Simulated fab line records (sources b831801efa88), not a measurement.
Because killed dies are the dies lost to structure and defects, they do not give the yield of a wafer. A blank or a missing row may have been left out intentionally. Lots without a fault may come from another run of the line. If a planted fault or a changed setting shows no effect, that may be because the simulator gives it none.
A struck lot beside a sound one	flow sky130	43 out of 708 route steps
Sound: these wafers, L172.2, L172.5, L172.6. Wafers L178.2, L178.3, L178.5 were the ones struck. The cause comes at the end.
At each step with rows: each side's tool, then ch and its chambers, then its first start. Under that, the readings that differ: sound wafers	struck wafers	difference of the means	sigmas: that difference in standard deviations of wafers without a fault.
alike: readings whose means differ by less than 2 such deviations, and words and numbers that are the same on both sides. not compared: withheld readings, readings that some wafer has no value for, bounds like >300 that may hide the same value, and numbers for which the record gives no deviation and whose values overlap.
The two part at a step that has a row with sigmas, a row that says differs or no value, or rows on one side only. Non-overlapping numbers with no deviation appear without sigmas and do not part them. A reading that every wafer of one side lacks parts them only if that side has two wafers or more.

first, 3 steps without rows for these wafers: SKY_SONOS_ONO_WET_ETCH_18 (etches Si3N4 in H3PO4, target depth 15 nm, time 172 s); SKY_GATE_OXIDE_CLEAN_00 (cleans in SC1/SC2, time 150 s); SKY_GATE_OXIDE_OXIDATION_01 (stabilise 600 s, purge 300 s, target thk 10.268 nm).
SKY_GATE_OXIDE_THK_MEAS_02:
  sound on filmMetro-02 at day 13 08:06; struck on filmMetro-03 at day 15 06:07
  alike: GATE_OXIDE_OXIDATION_00_THK
then, 7 steps without rows for these wafers: SKY_GATE_OXIDE_DEHYDRATE_03 (time 60 s); SKY_GATE_OXIDE_HMDS_04 (prime time 60 s); SKY_GATE_OXIDE_COAT_05 (resist thk 1140 nm); SKY_GATE_OXIDE_SOFTBAKE_06 (time 60 s); SKY_GATE_OXIDE_EXPOSE_07 (exposes mask LVOM, target cd 600 nm); SKY_GATE_OXIDE_PEB_08; SKY_GATE_OXIDE_DEVELOP_09 (develop time 60 s).
SKY_GATE_OXIDE_OVL_MEAS_10:
  sound on overlay-02 at day 14 09:11; struck on overlay-01 at day 16 08:22
  alike: GATE_OXIDE_OVL
SKY_GATE_OXIDE_IMPLANT_11:
  sound on implanter-04 ch 0, day 14 09:14; struck on implanter-01 ch 0, day 16 08:25
then, 1 step without rows for these wafers: SKY_GATE_OXIDE_WET_ETCH_12 (etches SiO2 in dHF, target depth 16.8 nm, time 336 s).
SKY_GATE_OXIDE_STRIP_13: strips in O2/N2.
  sound on plasmaAsher-01 ch 0,1, day 14 09:28; struck on plasmaAsher-01 ch 0,1, day 16 08:39
  alike: drypumpMotorCurrentA, oesProductAu, stripTimeToEndpointS
  not compared: rfHoursCounterH
SKY_GATE_OXIDE_TW_MEAS_14:
  sound on filmMetro-03 at day 14 09:34; struck on filmMetro-04 at day 16 08:46
  alike: GATE_OXIDE_TW
then, 3 steps without rows for these wafers: SKY_GATE_OXIDE_CLEAN_15 (cleans in SC1/SC2, time 150 s); SKY_GATE_OXIDE_OXIDATION_16 (stabilise 600 s, purge 300 s, target thk 3.57 nm); SKY_POLY_GATE_CVD_00 (deposits poly-Si, target thk 180 nm, time 720 s).
SKY_POLY_GATE_THK_MEAS_01:
  sound on filmMetro-03 at day 14 13:01; struck on filmMetro-01 at day 16 11:56
  alike: POLY_GATE_CVD_00_THK
then, 8 steps without rows for these wafers: SKY_RES_PROTECT_DEHYDRATE_00 (time 60 s); SKY_RES_PROTECT_HMDS_01 (prime time 60 s); SKY_RES_PROTECT_COAT_02 (resist thk 1140 nm); SKY_RES_PROTECT_SOFTBAKE_03 (time 60 s); SKY_RES_PROTECT_EXPOSE_04 (exposes mask RPM, target cd 1270 nm); SKY_RES_PROTECT_PEB_05; SKY_RES_PROTECT_DEVELOP_06 (develop time 60 s); SKY_POLY_GATE_IMPLANT_02.
SKY_RES_PROTECT_STRIP_07: strips in O2/N2.
  sound on plasmaAsher-03 ch 0,1, day 15 16:04; struck on plasmaAsher-02 ch 0,1, day 17 17:10
  alike: drypumpMotorCurrentA, oesProductAu, stripTimeToEndpointS
  not compared: rfHoursCounterH
SKY_RES_PROTECT_TW_MEAS_08:
  sound on filmMetro-04 at day 15 16:10; struck on filmMetro-01 at day 17 17:16
  alike: POLY_GATE_TW
then, 2 steps without rows for these wafers: SKY_RES_PROTECT_CLEAN_09 (cleans in SC1/SC2, time 150 s); SKY_POLY_GATE_CVD_03 (deposits Si3N4 from DCS/NH3, target thk 75 nm, time 1290 s).
SKY_POLY_GATE_THK_MEAS_04:
  sound on filmMetro-03 at day 15 20:25; struck on filmMetro-03 at day 17 18:44
  alike: POLY_GATE_CVD_03_THK
then, 8 steps without rows for these wafers: SKY_POLY_GATE_DEHYDRATE_05 (time 60 s); SKY_POLY_GATE_HMDS_06 (prime time 60 s); SKY_POLY_GATE_COAT_07 (resist thk 110 nm); SKY_POLY_GATE_COAT_08 (resist thk 450 nm); SKY_POLY_GATE_SOFTBAKE_09 (time 90 s); SKY_POLY_GATE_EXPOSE_10 (exposes mask P1M, target cd 150 nm); SKY_POLY_GATE_PEB_11; SKY_POLY_GATE_DEVELOP_12 (develop time 60 s).
SKY_POLY_GATE_CD_MEAS_13 targets a cd of 150 nm.
  sound on cdSem-01 at day 17 00:06; struck on cdSem-02 at day 19 00:54
  alike: cdNm
-- record jumps: 29 days separate the struck wafers' starts on either side; left off in module POLY_GATE, taken up again in module PAD_OPEN, whose first shown step is the route's number 708 --
SKY_PAD_OPEN_PROBE_99:
  sound on prober-01 at day 46 05:23; struck on prober-01 at day 47 18:20
reading	sound	struck	difference	sigmas
model.etest.tipP.rsOhmSqRange	220.8 161.5 161.9	223.1 313.3 257.8	+83.3	
model.etest.nfet_01v8.driveUaUmRange	9.445 7.985 7.789	15.36 25.12 16.82	+10.69	
model.etest.pfet_01v8.driveUaUmRange	10.15 7.674 6.916	16.47 19.42 19.31	+10.15	
model.etest.pfet_01v8_lvt.vtVRange	0.01352 0.01157 0.008953	0.1769 0.1751 0.1723	+0.1634	
model.etest.pfet_01v8.vtVRange	0.01674 0.01613 0.01112	0.07249 0.07088 0.07185	+0.05708	
model.etest.nfet_01v8.vtVRange	0.009928 0.008257 0.008279	0.02247 0.01873 0.01326	+0.00933	
  alike: killed_at_M0_to_M3, killed_at_M4_up, killedAtContacts, killedAtFrontEnd, killedAtOther, killedDies, killedOpen, killedShort

## WHERE THEY PART
Nowhere in this record.

WHY: what the simulator had put in
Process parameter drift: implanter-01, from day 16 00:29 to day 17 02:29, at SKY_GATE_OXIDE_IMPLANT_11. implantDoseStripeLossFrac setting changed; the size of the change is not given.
